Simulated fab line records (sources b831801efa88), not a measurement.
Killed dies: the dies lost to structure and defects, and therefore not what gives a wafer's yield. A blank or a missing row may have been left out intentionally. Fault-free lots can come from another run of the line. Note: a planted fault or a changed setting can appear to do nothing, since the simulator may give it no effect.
Chamber matching    flow sky130    SKY_SONOS_ONO_ETCH_15 on rie-diel-01 has 4 sister chambers
The step etches the open film in CHF3/O2, target depth 19.52 nm, time 7.8 s. 4 wafers are shown with their chamber, then 8 later ones without.

EACH WAFER AND ITS CHAMBER
wafer   chamber  oes-product-au (a.u.)
L377.4  0        0.993
L382.1  3        1.013
L382.4  1        0.998
L383.1  2        1.005

WAFERS WITH NO CHAMBER GIVEN
wafer   oes-product-au (a.u.)
L383.3  0.999
L383.5  1.010
L391.3  0.992
L391.4  1.002
L391.6  1.014
L392.2  1.014
L392.3  0.996
L392.5  0.986

THE CHAMBER EACH PASSED THROUGH
wafer    from the rows above            in truth
L383.3   can't be placed: 1 or 2 or 0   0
L383.5   can't be placed: 3 or 2        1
L391.3   can't be placed: 0 or 1        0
L391.4   can't be placed: 2 or 1 or 0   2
L391.6   3                              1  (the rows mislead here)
L392.2   3                              3
L392.3   can't be placed: 1 or 0        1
L392.5   can't be placed: 0 or 1        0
Correct placement for 1 of the 8. Cannot be placed on the basis of these rows: 6; the candidates contain the true chamber in 5. Placed wrongly: 1.
How it was worked out, from the rows above alone: a wafer's distance from a chamber is the root of the sum, over the readings, of the square of ((its reading less the chamber's mean) divided by the reading's scatter). The wafer belongs to the nearest chamber; if the next one is less than 2 further off, it can't be placed. The mean given for a chamber averages the wafers shown for that chamber. The scatter: root of mean squared gap, hidden wafer to nearest shown wafer, with one shown wafer a chamber.
